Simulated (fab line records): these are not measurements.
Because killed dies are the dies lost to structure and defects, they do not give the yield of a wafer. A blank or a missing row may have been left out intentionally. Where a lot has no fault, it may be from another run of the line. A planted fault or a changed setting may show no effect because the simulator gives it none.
fab line records    flow sky130
[record] lots = 10  wafers = 30  last_day = 50
route steps=708 shown VIA4@660 METAL5@662 PAD_OPEN@708
lots untouched by any fault: they come from a run of this same line in which no faults occurred
start_h: hours from the record's opening day to when the first of the lot's shown wafers began    wait_h: hours from the lot's prior step to this one    " as in the row above    L1.1+2: a row that stands for several wafers    - value missing, or start not given    * or withheld: withheld    < > ~ a bound
route shown NAME@n: NAME is a module with steps in the file, n the number in the route of the first one    usual: mean/standard deviation taken from wafers without a fault    same: alike in all rows    chamber/n: place in a boat    sites: readings site by site    _std_site: the values' standard deviation    _edge_site: inner sites' mean taken away from outer sites' mean    radius_mm: for every site, how far away it sits from the centre of the wafer    mask NAME#n: copy n    behind: the last tool/chamber to shape the wafer    hold: cause of the lot's hold/its duration in hours/its outcome    device: the n, p or np transistor that did not switch    end of line: the same wafers' tests at the end of the route    a step without rows: its recipe alone    killed: dies lost to structure and defects at the first sort, not the wafer's yield    map: a wafer's dies, x killed, . not, _ none there
set.NAME: setting as actually run; set.NAME@STEP: the setting as run at that earlier step    model.NAME: the simulator's own value behind a step, which no gauge read
a sample of lots followed through the steps of the route, with each step as a table and each wafer as a row
services: when a tool's chamber went out of use (start_h, in hours from the record's first day, below 0 if earlier), for how many hours, and the reason
[[steps]]
[step SKY_VIA4_CMP_21]
[recipe] stop_on = SiO2  t_overpolish_s = 25  down_force_psi = 3.5  platen_rpm = 58.88  target_thk_nm = 0  pad_velocity_m_s = 0.94248
[usual] head_pressure_psi = 3.500/0.0071  motor_current_A = 10.7/1.2  overpolish_run_s = 25.000/0.0091  time_to_endpoint_s = 126/5.6
lot.wafer  tool    chamber  start_h  wait_h  head_pressure_psi  motor_current_A  overpolish_run_s  time_to_endpoint_s
L590.4     cmp-02  2        1022.75  0.0     3.494              11.5             24.994            126
L590.1     "       1        "        "       3.499              10.9             24.995            121
L590.5     "       3        "        "       3.493              11.5             24.998            127
L592.4     cmp-01  2        1037.03  0.2     3.480              8.6              25.005            130
L592.5     "       3        "        "       3.506              11.3             24.999            129
L592.6     "       0        "        "       3.501              10.9             24.990            133
L596.4     cmp-02  3        1056.78  0.1     3.502              11.8             25.005            126
L596.3     "       0        "        "       3.503              11.3             25.003            121
L596.5     "       1        "        "       3.499              10.9             25.013            124
L597.1     cmp-01  3        1064.33  0.1     3.499              11.3             24.999            123
L597.3     "       1        "        "       3.494              10.5             24.990            137
L597.6     "       3        "        "       3.496              11.6             25.000            127
L598.3     cmp-01  2        1074.08  0.0     3.492              8.1              25.012            123
L598.2     "       3        "        "       3.501              11.5             25.002            126
L598.4     "       0        "        "       3.508              10.7             25.002            135
L605.4     cmp-01  0        1113.98  0.1     3.500              11.4             25.002            129
L605.1     "       1        "        "       3.497              10.7             24.992            124
L605.6     "       3        "        "       3.508              12.2             24.987            118
L606.2     cmp-01  0        1117.71  0.2     3.498              10.6             25.007            129
L606.5     "       1        "        "       3.513              9.9              24.999            126
L606.6     "       2        "        "       3.495              8.3              24.989            116
L607.4     cmp-01  0        1119.96  0.1     3.503              12.0             25.001            127
L607.2     "       1        "        "       3.503              10.2             24.985            129
L607.3     "       2        "        "       3.495              8.0              24.993            117
L608.4     cmp-01  0        1131.03  0.0     3.490              11.5             24.995            128
L608.3     "       1        "        "       3.509              10.4             25.002            128
L608.5     "       0        "        "       3.482              11.2             25.014            126
L609.4     cmp-01  3        1135.30  0.1     3.495              11.6             25.014            125
L609.1     "       0        "        "       3.496              11.1             25.016            131
L609.5     "       3        "        "       3.498              11.7             24.997            128
[step SKY_METAL5_SPUTTER_01]
[recipe] material = TiN  target_thk_nm = 20  power_w = 6500  time_s = 16.7  chamber_pressure_pa = 0.4
[usual] throttle_valve_pct = 30.5/1.1
lot.wafer  tool            chamber  start_h  wait_h  throttle_valve_pct
L590.1     pvd_sputter-02  -        1023.07  0.0     31.3
L590.4     "               -        "        "       32.3
L590.5     "               -        "        "       28.8
L592.4     pvd_sputter-02  -        1037.20  0.0     28.7
L592.5     "               -        "        "       31.0
L592.6     "               -        "        "       30.4
L596.3     pvd_sputter-01  -        1057.01  0.0     30.1
L596.4     "               -        "        "       31.4
L596.5     "               -        "        "       31.7
L597.1     pvd_sputter-01  -        1064.60  0.0     31.5
L597.3     "               -        "        "       32.6
L597.6     "               -        "        "       31.6
L598.2     pvd_sputter-03  -        1074.40  0.0     29.8
L598.3     "               -        "        "       31.3
L598.4     "               -        "        "       29.3
L605.1     pvd_sputter-02  -        1114.20  0.0     30.3
L605.4     "               -        "        "       31.1
L605.6     "               -        "        "       28.8
L606.2     pvd_sputter-02  -        1117.88  0.0     30.4
L606.5     "               -        "        "       28.9
L606.6     "               -        "        "       31.2
L607.2     pvd_sputter-02  -        1120.23  0.0     30.5
L607.3     "               -        "        "       29.0
L607.4     "               -        "        "       28.8
L608.3     pvd_sputter-02  -        1131.35  0.0     31.2
L608.4     "               -        "        "       30.3
L608.5     "               -        "        "       30.5
L609.1     pvd_sputter-02  -        1135.57  0.0     29.2
L609.4     "               -        "        "       32.3
L609.5     "               -        "        "       30.3
[step SKY_METAL5_SPUTTER_03]
[recipe] material = Ti  target_thk_nm = 5  power_w = 3000  time_s = 3.3  chamber_pressure_pa = 0.4
[usual] throttle_valve_pct = 30.5/1.1
lot.wafer  tool            chamber  start_h  wait_h  throttle_valve_pct
L590.1     pvd_sputter-02  -        1023.15  0.0     31.1
L590.4     "               -        "        "       32.3
L590.5     "               -        "        "       28.8
L592.4     pvd_sputter-02  -        1037.28  0.0     28.7
L592.5     "               -        "        "       31.2
L592.6     "               -        "        "       30.3
L596.3     pvd_sputter-01  -        1057.08  0.0     30.2
L596.4     "               -        "        "       31.5
L596.5     "               -        "        "       31.5
L597.1     pvd_sputter-01  -        1064.68  0.0     31.7
L597.3     "               -        "        "       32.7
L597.6     "               -        "        "       31.5
L598.2     pvd_sputter-03  -        1074.48  0.0     30.0
L598.3     "               -        "        "       31.1
L598.4     "               -        "        "       29.3
L605.1     pvd_sputter-02  -        1114.28  0.0     30.4
L605.4     "               -        "        "       31.1
L605.6     "               -        "        "       28.9
L606.2     pvd_sputter-02  -        1117.96  0.0     30.7
L606.5     "               -        "        "       28.8
L606.6     "               -        "        "       31.2
L607.2     pvd_sputter-02  -        1120.31  0.0     30.6
L607.3     "               -        "        "       28.8
L607.4     "               -        "        "       28.6
L608.3     pvd_sputter-02  -        1131.43  0.0     31.1
L608.4     "               -        "        "       30.3
L608.5     "               -        "        "       30.5
L609.1     pvd_sputter-02  -        1135.65  0.0     29.1
L609.4     "               -        "        "       32.1
L609.5     "               -        "        "       30.6
[step SKY_METAL5_METAL_ETCH_15]
[recipe] target_depth_a = 12600  stop_on = SiO2  over_etch_frac = 0.2  time_s = 252  chemistry = Cl2/BCl3  resist_sidewall_deg = 86  pressure_mtorr = 10  icp_w = 900  bias_w = 48.5  Cl2_flow_sccm = 60  bcl3_flow_sccm = 30
[usual] bcl3_flow_sccm = 30.00/0.095  bias_w = 48.51/0.15  drypump_motor_current_A = 5.6/0.36  mfc_cl2_sccm = 59.97/0.16  oes_product_au = 0.895/0.0051  throttle_valve_pct = 22.264/0.0083
lot.wafer  tool          chamber  start_h  wait_h  bcl3_flow_sccm  bias_w  drypump_motor_current_A  mfc_cl2_sccm  oes_product_au  rf_hours_counter_h  throttle_valve_pct
L590.1     rie_metal-04  1        1046.15  0.0     30.08           48.67   5.4                      60.29         0.908           11                  22.253
L590.4     "             0        "        "       30.05           48.53   5.6                      60.04         0.888           -                   22.260
L590.5     "             0        "        "       30.11           48.57   5.6                      60.22         0.899           -                   22.257
L592.4     rie_metal-02  1        1059.98  0.1     29.77           48.44   6.0                      60.13         0.885           -                   22.261
L592.5     "             1        "        "       29.83           48.33   5.9                      60.09         0.893           -                   22.270
L592.6     "             0        "        "       29.89           48.12   5.5                      60.05         0.897           -                   22.280
L596.3     rie_metal-02  0        1078.67  0.1     29.99           48.62   5.5                      59.89         0.895           -                   22.258
L596.4     "             1        "        "       30.19           48.36   5.9                      60.39         0.895           -                   22.265
L596.5     "             0        "        "       30.03           48.54   5.5                      59.86         0.899           -                   22.279
L597.1     rie_metal-04  1        1085.20  0.0     29.94           48.77   5.4                      60.19         0.900           13                  22.274
L597.3     "             0        "        "       29.84           48.59   5.6                      60.08         0.895           -                   22.272
L597.6     "             0        "        "       29.94           48.49   5.6                      59.85         0.899           -                   22.267
L598.2     rie_metal-03  1        1095.50  0.0     30.05           48.69   6.2                      59.79         0.898           20                  22.258
L598.3     "             0        "        "       30.06           48.42   5.1                      59.91         0.897           -                   22.256
L598.4     "             1        "        "       29.98           48.49   6.2                      59.98         0.893           -                   22.272
L605.1     rie_metal-04  1        1134.25  0.0     30.03           60.08   5.5                      59.89         0.894           17                  22.254
L605.4     "             1        "        "       30.12           60.15   5.4                      59.87         0.897           -                   22.271
L605.6     "             0        "        "       30.06           60.06   5.6                      60.07         0.895           -                   22.264
L606.2     rie_metal-04  0        1137.70  0.0     29.96           60.08   5.6                      60.10         0.898           16                  22.271
L606.5     "             0        "        "       29.94           59.99   5.7                      59.95         0.895           -                   22.268
L606.6     "             1        "        "       29.95           60.28   5.4                      59.80         0.901           -                   22.259
L607.2     rie_metal-03  0        1139.75  0.0     29.88           48.58   5.1                      60.31         0.892           26                  22.270
L607.3     "             1        "        "       29.98           48.35   6.2                      59.91         0.889           -                   22.258
L607.4     "             0        "        "       29.87           48.61   5.1                      59.74         0.892           -                   22.272
L608.3     rie_metal-03  0        1149.42  0.1     29.98           48.26   5.1                      59.80         0.897           -                   22.258
L608.4     "             1        "        "       29.98           48.67   6.2                      60.12         0.900           -                   22.275
L608.5     "             1        "        "       29.97           48.62   6.2                      59.95         0.893           -                   22.283
L609.1     rie_metal-02  1        1154.12  0.0     30.04           48.25   5.9                      59.94         0.887           9                   22.265
L609.4     "             0        "        "       29.88           48.39   5.5                      59.83         0.892           -                   22.272
L609.5     "             1        "        "       29.90           48.37   5.9                      59.90         0.899           -                   22.261
[step SKY_METAL5_STRIP_16]
[recipe] chemistry = O2/N2  power_w = 1400  pressure_mtorr = 1500  platen_temp_c = withheld  o2_flow_sccm = 3000  n2_flow_sccm = 300  overash_fraction = 0.5
[usual] drypump_motor_current_A = 6.1/0.47  o2_flow_sccm = 3002/8.9  oes_product_au = 0.710/0.0046  strip_time_to_endpoint_s = 13.03/0.15
lot.wafer  tool             chamber  start_h  wait_h  drypump_motor_current_A  o2_flow_sccm  oes_product_au  rf_hours_counter_h  strip_time_to_endpoint_s
L590.1     plasma_asher-01  0        1046.39  0.2     6.7                      2994          0.702           60                  13.00
L590.4     "                0        "        "       6.7                      3002          0.714           -                   13.18
L590.5     "                0        "        "       6.7                      3003          0.715           -                   13.24
L592.4     plasma_asher-01  1        1060.17  0.1     6.4                      3010          0.706           -                   13.02
L592.5     "                1        "        "       6.4                      3008          0.708           -                   12.89
L592.6     "                0        "        "       6.7                      2989          0.713           -                   13.30
L596.3     plasma_asher-02  0        1078.86  0.1     6.0                      2998          0.702           -                   13.24
L596.4     "                1        "        "       5.4                      3001          0.707           -                   12.91
L596.5     "                1        "        "       5.4                      2994          0.704           -                   13.33
L597.1     plasma_asher-04  0        1085.44  0.2     6.3                      3003          0.708           2                   12.89
L597.3     "                1        "        "       5.8                      3015          0.714           -                   13.12
L597.6     "                0        "        "       6.4                      3008          0.706           -                   13.08
L598.2     plasma_asher-04  1        1095.74  0.2     5.8                      2991          0.712           3                   13.06
L598.3     "                1        "        "       5.8                      3003          0.712           -                   13.23
L598.4     "                0        "        "       6.4                      3005          0.715           -                   13.09
L605.1     plasma_asher-02  1        1134.48  0.2     5.4                      3001          0.714           94                  12.04
L605.4     "                1        "        "       5.4                      3008          0.714           -                   12.08
L605.6     "                0        "        "       6.0                      3003          0.710           -                   12.39
L606.2     plasma_asher-01  0        1137.94  0.2     6.7                      2992          0.718           69                  12.34
L606.5     "                1        "        "       6.4                      3011          0.716           -                   12.11
L606.6     "                0        "        "       6.7                      2999          0.715           -                   12.25
L607.2     plasma_asher-02  0        1139.99  0.2     5.9                      3025          0.705           94                  13.22
L607.3     "                1        "        "       5.4                      3013          0.712           -                   12.91
L607.4     "                0        "        "       6.0                      3020          0.712           -                   13.15
L608.3     plasma_asher-02  1        1149.61  0.1     5.4                      3004          0.706           -                   13.15
L608.4     "                0        "        "       6.0                      3007          0.717           -                   12.96
L608.5     "                0        "        "       6.0                      2999          0.710           -                   13.06
L609.1     plasma_asher-02  0        1154.36  0.2     6.0                      3008          0.708           96                  12.85
L609.4     "                0        "        "       6.0                      3012          0.712           -                   13.14
L609.5     "                1        "        "       5.4                      2996          0.702           -                   12.81
[step SKY_PAD_OPEN_PROBE_99]
[usual] defect_limited_yield = 82.5/2  killed_at_M0_to_M3 = 44/6.8  killed_at_M4_up = 2.9/1.7  killed_at_contacts = 24/5.2  killed_at_front_end = 15/4  killed_at_other = 0.2/0.44  killed_dies = 86/9.9  killed_open = 47/7.9  killed_short = 39/6.3  sort_bin_3_pad_short = 0.8/0.38  sort_bin_5_function = 10.5/1.5  sort_bin_6_memory = 6.2/1.1  sort_n_pass = 406/9.9  sort_yield_pct = 82.5/2
[same] gross_dies = 492  killed_at_back_side = 0  sort_bin_4_leakage[%] = 0  sort_bin_8_speed[%] = 0
lot.wafer  tool       chamber  start_h  wait_h  defect_limited_yield[%]  killed_at_M0_to_M3  killed_at_M4_up  killed_at_contacts  killed_at_front_end  killed_at_other  killed_dies  killed_open  killed_short  sort_bin_3_pad_short[%]  sort_bin_5_function[%]  sort_bin_6_memory[%]  sort_n_pass  sort_yield_pct[%]
L590.1     prober-02  -        1092.27  0.1     84.3                     36                  2                19                  19                   1                77           39           36            0.2                      8.9                     6.5                   415          84.3
L590.4     prober-02  -        1092.42  0.2     83.7                     38                  4                20                  18                   0                80           41           39            0.6                      9.3                     6.3                   412          83.7
L590.5     prober-02  -        1092.47  0.2     83.1                     32                  3                30                  18                   0                83           33           45            0.6                      10.6                    5.7                   409          83.1
L592.4     prober-02  -        1105.33  0.2     81.7                     49                  7                16                  17                   1                90           42           48            0.4                      10.4                    7.5                   402          81.7
L592.5     prober-02  -        1105.38  0.2     81.3                     50                  4                20                  18                   0                92           48           42            0.8                      12.2                    5.7                   400          81.3
L592.6     prober-02  -        1105.43  0.2     80.9                     48                  3                21                  22                   0                94           52           42            0.8                      11.8                    6.5                   398          80.9
L596.3     prober-02  -        1123.46  0.2     84.1                     44                  3                19                  12                   0                78           47           31            1.2                      9.8                     4.9                   414          84.1
L596.4     prober-02  -        1123.51  0.2     78.7                     50                  5                31                  19                   0                105          60           44            1.2                      11.6                    8.5                   387          78.7
L596.5     prober-02  -        1123.56  0.2     82.3                     35                  3                28                  21                   0                87           39           48            1.2                      12.0                    4.5                   405          82.3
L597.1     prober-01  -        1127.55  0.1     85.0                     39                  3                20                  12                   0                74           39           35            0.4                      10.2                    4.5                   418          85.0
L597.3     prober-01  -        1127.65  0.2     81.7                     52                  0                24                  13                   1                90           43           47            0.8                      11.8                    5.7                   402          81.7
L597.6     prober-01  -        1127.80  0.2     83.1                     44                  6                24                  9                    0                83           40           43            1.2                      8.5                     7.1                   409          83.1
L598.2     prober-02  -        1138.84  0.1     84.8                     41                  0                25                  9                    0                75           54           21            0.8                      9.3                     5.1                   417          84.8
L598.3     prober-02  -        1138.89  0.2     82.7                     44                  3                25                  12                   1                85           60           25            0.4                      11.2                    5.7                   407          82.7
L598.4     prober-02  -        1138.94  0.2     78.0                     59                  2                34                  13                   0                108          67           41            0.8                      12.4                    8.7                   384          78.0
L605.1     prober-01  -        1173.53  0.1     82.3                     47                  2                30                  8                    0                87           45           42            0.6                      11.4                    5.7                   405          82.3
L605.4     prober-01  -        1173.68  0.2     83.9                     44                  2                18                  14                   1                79           45           33            0.6                      11.4                    4.1                   413          83.9
L605.6     prober-01  -        1173.78  0.2     84.3                     41                  3                23                  9                    1                77           36           41            0.6                      10.2                    4.9                   415          84.3
L606.2     prober-02  -        1175.34  0.1     86.0                     33                  1                23                  12                   0                69           34           35            1.2                      7.1                     5.7                   423          86.0
L606.5     prober-02  -        1175.49  0.2     80.7                     57                  1                20                  16                   1                95           48           47            0.8                      12.4                    6.1                   397          80.7
L606.6     prober-02  -        1175.54  0.2     86.6                     31                  6                16                  13                   0                66           31           35            0.6                      7.1                     5.7                   426          86.6
L607.2     prober-01  -        1178.48  0.1     83.9                     39                  6                20                  14                   0                79           31           48            1.4                      8.1                     6.5                   413          83.9
L607.3     prober-01  -        1178.53  0.2     78.5                     68                  1                17                  20                   0                106          57           49            1.2                      11.4                    8.9                   386          78.5
L607.4     prober-01  -        1178.58  0.2     83.3                     41                  1                21                  19                   0                82           49           33            0.8                      8.3                     7.5                   410          83.3
L608.3     prober-02  -        1186.43  0.2     86.6                     37                  6                13                  10                   0                66           27           39            1.2                      7.7                     4.5                   426          86.6
L608.4     prober-02  -        1186.48  0.2     81.9                     45                  3                25                  16                   0                89           48           41            0.8                      10.2                    7.1                   403          81.9
L608.5     prober-02  -        1186.53  0.2     83.5                     33                  4                24                  20                   0                81           36           45            0.8                      11.0                    4.7                   411          83.5
L609.1     prober-01  -        1190.30  0.1     83.5                     44                  2                22                  13                   0                81           50           31            0.8                      10.4                    5.3                   411          83.5
L609.4     prober-01  -        1190.45  0.2     83.1                     43                  2                22                  16                   0                83           55           28            0.8                      10.8                    5.3                   409          83.1
L609.5     prober-01  -        1190.50  0.2     85.4                     34                  3                19                  15                   1                72           43           29            0.6                      9.1                     4.9                   420          85.4
// killed by level:class
L590.1 VIA2:geometric_particle:open=7 FIELD_ISO:geometric_particle:short=6 CONTACT:geometric_particle:open=6 VIA1:geometric_particle:open=6 METAL1:geometric_particle:short=5 LI_CONTACT:geometric_particle:open=5 VIA3:geometric_particle:open=5 FIELD_ISO:geometric_particle:open=4
L590.4 VIA1:geometric_particle:open=10 CONTACT:geometric_particle:open=8 FIELD_ISO:geometric_particle:short=7 CONTACT:geometric_particle:short=5 FIELD_ISO:geometric_particle:open=4 METAL1:geometric_particle:short=4 VIA1:geometric_particle:short=4 METAL2:geometric_particle:short=4
L590.5 CONTACT:geometric_particle:open=8 FIELD_ISO:geometric_particle:short=7 LI_CONTACT:geometric_particle:open=7 METAL2:geometric_particle:short=7 FIELD_ISO:geometric_particle:open=6 CONTACT:geometric_particle:short=6 METAL3:geometric_particle:short=6 LOCAL_INTERCONNECT:geometric_particle:short=5
L592.4 VIA2:geometric_particle:open=11 METAL1:geometric_particle:short=10 CONTACT:geometric_particle:open=8 POLY_GATE:geometric_particle:short=7 METAL4:geometric_particle:short=6 VIA1:geometric_particle:open=6 FIELD_ISO:geometric_particle:open=5 METAL2:geometric_particle:short=5
L592.5 CONTACT:geometric_particle:open=11 METAL2:geometric_particle:short=10 VIA1:geometric_particle:open=8 METAL1:geometric_particle:short=6 POLY_GATE:geometric_particle:short=5 POLY_GATE:geometric_particle:open=5 VIA1:geometric_particle:short=5 VIA3:geometric_particle:open=5
L592.6 VIA1:geometric_particle:open=14 VIA2:geometric_particle:open=9 POLY_GATE:geometric_particle:open=8 METAL1:geometric_particle:short=7 LI_CONTACT:geometric_particle:open=6 CONTACT:geometric_particle:short=6 POLY_GATE:geometric_particle:short=5 CONTACT:geometric_particle:open=5
L596.3 VIA1:geometric_particle:open=12 LI_CONTACT:geometric_particle:open=11 VIA2:geometric_particle:open=7 VIA1:geometric_particle:short=5 POLY_GATE:geometric_particle:open=4 VIA3:geometric_particle:open=4 CONTACT:geometric_particle:open=4 VIA2:geometric_particle:short=4
L596.4 VIA3:geometric_particle:open=13 CONTACT:geometric_particle:open=12 LI_CONTACT:geometric_particle:open=10 FIELD_ISO:geometric_particle:open=7 VIA1:geometric_particle:open=7 VIA2:geometric_particle:open=6 METAL2:geometric_particle:short=5 CONTACT:geometric_particle:short=5
L596.5 CONTACT:geometric_particle:open=9 METAL2:geometric_particle:short=8 LI_CONTACT:geometric_particle:open=7 FIELD_ISO:geometric_particle:short=6 POLY_GATE:geometric_particle:open=6 LOCAL_INTERCONNECT:geometric_particle:short=5 CONTACT:geometric_particle:short=5 VIA1:geometric_particle:open=5
L597.1 CONTACT:geometric_particle:open=10 VIA1:geometric_particle:open=10 CONTACT:geometric_particle:short=5 METAL1:geometric_particle:short=5 VIA2:geometric_particle:open=5 VIA1:geometric_particle:short=4 METAL2:geometric_particle:short=4 POLY_GATE:geometric_particle:short=3
L597.3 VIA1:geometric_particle:open=11 CONTACT:geometric_particle:open=9 METAL2:geometric_particle:short=8 LOCAL_INTERCONNECT:geometric_particle:short=7 VIA1:geometric_particle:short=7 VIA2:geometric_particle:open=7 METAL1:geometric_particle:short=6 VIA3:geometric_particle:open=6
L597.6 VIA1:geometric_particle:open=13 CONTACT:geometric_particle:open=8 CONTACT:geometric_particle:short=7 METAL1:geometric_particle:short=7 VIA3:geometric_particle:open=7 LI_CONTACT:geometric_particle:open=6 METAL4:geometric_particle:short=5 FIELD_ISO:geometric_particle:short=4
L598.2 CONTACT:geometric_particle:open=12 VIA1:geometric_particle:open=10 LI_CONTACT:geometric_particle:open=9 VIA2:geometric_particle:open=7 VIA3:geometric_particle:open=7 METAL1:geometric_particle:short=6 FIELD_ISO:geometric_particle:open=3 LOCAL_INTERCONNECT:geometric_particle:short=3
L598.3 VIA1:geometric_particle:open=17 CONTACT:geometric_particle:open=14 VIA3:geometric_particle:open=6 LI_CONTACT:geometric_particle:open=5 METAL3:geometric_particle:short=5 POLY_GATE:geometric_particle:open=3 SPACER:geometric_particle:short=3 METAL1:geometric_particle:open=3
L598.4 VIA1:geometric_particle:open=14 LI_CONTACT:geometric_particle:open=11 VIA3:geometric_particle:open=10 VIA2:geometric_particle:open=10 CONTACT:geometric_particle:open=8 VIA1:geometric_particle:short=7 METAL2:geometric_particle:short=6 LOCAL_INTERCONNECT:geometric_particle:short=5
L605.1 VIA1:geometric_particle:open=10 CONTACT:geometric_particle:short=9 CONTACT:geometric_particle:open=8 LI_CONTACT:geometric_particle:open=7 VIA1:geometric_particle:short=6 METAL1:geometric_particle:short=6 VIA3:geometric_particle:open=6 METAL3:geometric_particle:short=5
L605.4 VIA1:geometric_particle:open=13 LI_CONTACT:geometric_particle:open=7 VIA1:geometric_particle:short=6 CONTACT:geometric_particle:open=5 METAL1:geometric_particle:short=5 VIA2:geometric_particle:open=5 FIELD_ISO:geometric_particle:open=4 CONTACT:geometric_particle:short=4
L605.6 VIA1:geometric_particle:open=12 CONTACT:geometric_particle:open=10 METAL1:geometric_particle:short=6 VIA1:geometric_particle:short=5 VIA3:geometric_particle:short=5 POLY_GATE:geometric_particle:short=4 LI_CONTACT:geometric_particle:open=4 CONTACT:geometric_particle:short=4
L606.2 CONTACT:geometric_particle:open=11 METAL2:geometric_particle:short=8 METAL1:geometric_particle:short=5 VIA3:geometric_particle:open=5 LI_CONTACT:geometric_particle:open=4 CONTACT:geometric_particle:short=4 VIA2:geometric_particle:short=4 VIA2:geometric_particle:open=4
L606.5 VIA1:geometric_particle:open=14 CONTACT:geometric_particle:open=8 VIA2:geometric_particle:open=8 VIA3:geometric_particle:open=7 METAL1:geometric_particle:short=6 VIA1:geometric_particle:short=6 METAL2:geometric_particle:short=6 FIELD_ISO:geometric_particle:short=5
L606.6 LOCAL_INTERCONNECT:geometric_particle:short=7 VIA1:geometric_particle:open=7 POLY_GATE:geometric_particle:short=6 VIA3:geometric_particle:open=5 LI_CONTACT:geometric_particle:open=4 METAL2:geometric_particle:short=4 CONTACT:geometric_particle:open=3 METAL1:geometric_particle:short=3
L607.2 VIA1:geometric_particle:open=9 VIA1:geometric_particle:short=7 LOCAL_INTERCONNECT:geometric_particle:short=6 FIELD_ISO:geometric_particle:short=5 CONTACT:geometric_particle:open=5 CONTACT:geometric_particle:short=5 POLY_GATE:geometric_particle:open=4 METAL2:geometric_particle:short=4
L607.3 VIA1:geometric_particle:open=23 METAL1:geometric_particle:short=11 FIELD_ISO:geometric_particle:open=9 METAL2:geometric_particle:short=9 CONTACT:geometric_particle:open=7 VIA1:geometric_particle:short=5 VIA3:geometric_particle:short=5 VIA3:geometric_particle:open=5
L607.4 VIA1:geometric_particle:open=9 VIA3:geometric_particle:open=9 CONTACT:geometric_particle:open=8 POLY_GATE:geometric_particle:short=7 LOCAL_INTERCONNECT:geometric_particle:short=6 VIA2:geometric_particle:open=6 METAL1:geometric_particle:short=5 FIELD_ISO:geometric_particle:open=4
L608.3 VIA1:geometric_particle:open=10 METAL2:geometric_particle:short=8 CONTACT:geometric_particle:short=5 FIELD_ISO:geometric_particle:open=4 FIELD_ISO:geometric_particle:short=4 METAL3:geometric_particle:short=4 LI_CONTACT:geometric_particle:short=3 LI_CONTACT:geometric_particle:open=3
L608.4 VIA1:geometric_particle:open=11 VIA1:geometric_particle:short=8 LI_CONTACT:geometric_particle:open=7 CONTACT:geometric_particle:short=6 CONTACT:geometric_particle:open=6 VIA2:geometric_particle:open=6 VIA3:geometric_particle:open=6 LOCAL_INTERCONNECT:geometric_particle:short=5
L608.5 VIA1:geometric_particle:short=8 FIELD_ISO:geometric_particle:short=7 CONTACT:geometric_particle:short=7 FIELD_ISO:geometric_particle:open=6 VIA1:geometric_particle:open=6 CONTACT:geometric_particle:open=6 LI_CONTACT:geometric_particle:open=5 VIA3:geometric_particle:open=5
L609.1 VIA1:geometric_particle:open=10 VIA3:geometric_particle:open=9 CONTACT:geometric_particle:open=9 VIA2:geometric_particle:open=8 VIA1:geometric_particle:short=6 FIELD_ISO:geometric_particle:short=5 LI_CONTACT:geometric_particle:open=5 LOCAL_INTERCONNECT:geometric_particle:short=5
L609.4 CONTACT:geometric_particle:open=13 VIA1:geometric_particle:open=11 VIA3:geometric_particle:open=9 FIELD_ISO:geometric_particle:open=8 CONTACT:geometric_particle:short=4 METAL2:geometric_particle:short=4 VIA2:geometric_particle:open=4 METAL1:geometric_particle:short=3
L609.5 VIA2:geometric_particle:open=11 FIELD_ISO:geometric_particle:open=6 CONTACT:geometric_particle:open=6 LI_CONTACT:geometric_particle:open=5 CONTACT:geometric_particle:short=5 VIA1:geometric_particle:open=5 VIA3:geometric_particle:open=5 POLY_GATE:geometric_particle:open=4
[[services]]
tool             chamber  start_h  hours  kind
rie_metal-04     0        1014.22  18.0   repair
rie_metal-03     -        1020.39  1.3    repair
pvd_sputter-01   -        1020.40  4.9    repair
pvd_sputter-01   1        1031.85  -      consumable_replace:kit
pvd_sputter-03   -        1040.02  1.5    repair
plasma_asher-02  -        1045.26  0.8    repair
plasma_asher-02  -        1053.79  2.8    pm
plasma_asher-04  -        1055.25  9.0    pm
plasma_asher-04  -        1057.18  1.9    repair
pvd_sputter-01   -        1057.59  1.0    repair
cmp-02           -        1059.91  1.5    repair
cmp-01           -        1084.08  4.0    pm
cmp-01           -        1088.08  -      consumable_replace:conditioner
cmp-01           -        1088.08  -      consumable_replace:pad
plasma_asher-01  -        1107.79  3.3    repair
plasma_asher-04  -        1109.74  1.6    repair
pvd_sputter-02   1        1111.26  -      consumable_replace:kit
pvd_sputter-02   1        1111.26  18.0   scheduled_down
pvd_sputter-02   1        1111.26  18.0   vent_cycle
rie_metal-02     0        1119.93  10.8   repair
rie_metal-03     -        1122.14  3.6    repair
pvd_sputter-03   -        1124.75  0.8    repair
pvd_sputter-03   -        1129.59  4.8    repair
pvd_sputter-01   -        1130.70  9.2    repair
[[key]]
[first_sign] step = SKY_METAL5_METAL_ETCH_15  reading = bias_w  direction = up  sigmas = 78  usual = 48.51  struck = 60.11
[effect] step = SKY_METAL5_STRIP_16  reading = strip_time_to_endpoint_s  direction = down  sigmas = 5.6  usual = *  struck = *
met_at SKY_METAL5_METAL_ETCH_15
struck_lots L605,L606
not_acting_at SKY_VIA4_CMP_21,SKY_METAL5_SPUTTER_01,SKY_METAL5_SPUTTER_03
onset_between 1085.20 1134.25
[fault] kind = process_parameter_drift  tool = rie_metal-04  chamber = -  onset_h = 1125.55  steps = SKY_METAL5_METAL_ETCH_15  channel = bias_w  offset = 11.598  shape = step  end_h = 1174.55  acts_in = these_recipes_only  stated = 48.5
